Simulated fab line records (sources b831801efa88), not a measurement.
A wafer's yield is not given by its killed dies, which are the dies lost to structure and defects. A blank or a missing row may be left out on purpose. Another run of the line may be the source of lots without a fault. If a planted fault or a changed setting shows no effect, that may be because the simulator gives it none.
A lot that was struck, set against a sound lot / flow sky130 / 14 steps out of a route of 708
Sound: the wafers L138.2, L138.3, L138.6. Struck: wafers L148.2, L148.5. (L148.1 of the same lot was not struck and is left out.) The cause comes at the end.
Each step with rows lists, per side, the tool, then ch with its chambers, then its first start. Under that, the readings that differ: sound wafers / struck wafers / difference of the means / sigmas: that difference in standard deviations of wafers without a fault.
alike: a reading whose means differ by less than 2 such deviations, as well as words and numbers matching on both sides. not compared: withheld readings; readings where some wafer has no value; bounds like >300 that might hide an equal value; numbers whose values overlap and for which the record gives no deviation.
Wherever a step has rows on one side only, a row that says differs or no value, or a row with sigmas, the two part there. Non-overlapping numbers with no deviation appear without sigmas and do not part them. A reading that every wafer of one side lacks parts them only if that side has two wafers or more.

SKY_NWELL_OVL_MEAS_23:
  sound on overlay-01, day 5 18:19; struck on overlay-01, day 8 08:05
reading=NWELL_01_OVL (nm); sound=1.2 1.3 2.9; struck=-0.5 -2.3; difference=-3.2; sigmas=-2
after that, 1 step had no rows for these wafers: SKY_NWELL_IMPLANT_24.
SKY_NWELL_STRIP_25: strips in O2/N2.
  sound on plasma_asher-04 ch 0,1, day 5 18:29; struck on plasma_asher-02 ch 0, day 8 08:16
  alike: drypump_motor_current_A, oes_product_au, strip_time_to_endpoint_s
  not compared: rf_hours_counter_h
SKY_NWELL_TW_MEAS_26:
  sound on film_metro-03, day 5 18:36; struck on film_metro-03, day 8 08:22
  alike: NWELL_2_TW
then, 1 step without rows for these wafers: SKY_NWELL_CLEAN_27 (cleans in SC1/SC2, time 150 s).
SKY_NWELL_RTA_28: time 30 s.
  sound on rtp_anneal-02 ch 0, day 5 18:43; struck on rtp_anneal-02 ch 0, day 8 08:29
  alike: anneal_temp_c_max, lamp_power_pct, wafer_temp_C_max
SKY_NWELL_RS_MEAS_29: the measuring method here is four-point-probe.
  sound on film_metro-03, day 5 18:49; struck on film_metro-04, day 8 08:35
  alike: NWELL_RS
SKY_NWELL_RS_MEAS_31: the measuring method here is four-point-probe.
  sound on film_metro-03, day 5 19:04; struck on film_metro-04, day 8 08:49
  alike: PWDE_RS
then, 3 steps without rows for these wafers: SKY_VT_ADJUST_HVTP_DEHYDRATE_00 (time 60 s); SKY_VT_ADJUST_HVTP_HMDS_01 (prime time 60 s); SKY_VT_ADJUST_HVTP_COAT_02 (resist thk 1140 nm).
SKY_VT_ADJUST_HVTP_SOFTBAKE_03: time 60 s.
  sound on litho_track-04 ch 0, day 6 04:13; struck on litho_track-01 ch 0, day 8 19:15
reading=run_length_s (s); sound=89.19 89.21 89.18; struck=97.04 97.12; difference=+7.89; sigmas=+66
then, 2 steps without rows for these wafers: SKY_VT_ADJUST_HVTP_EXPOSE_04 (exposes mask HVTPM, target cd 380 nm); SKY_PAD_OPEN_PROBE_99.

== WHERE THEY PART ==
Earliest at SKY_NWELL_OVL_MEAS_23; latest, in this record, at SKY_VT_ADJUST_HVTP_SOFTBAKE_03.

WHY: the cause the simulator had injected
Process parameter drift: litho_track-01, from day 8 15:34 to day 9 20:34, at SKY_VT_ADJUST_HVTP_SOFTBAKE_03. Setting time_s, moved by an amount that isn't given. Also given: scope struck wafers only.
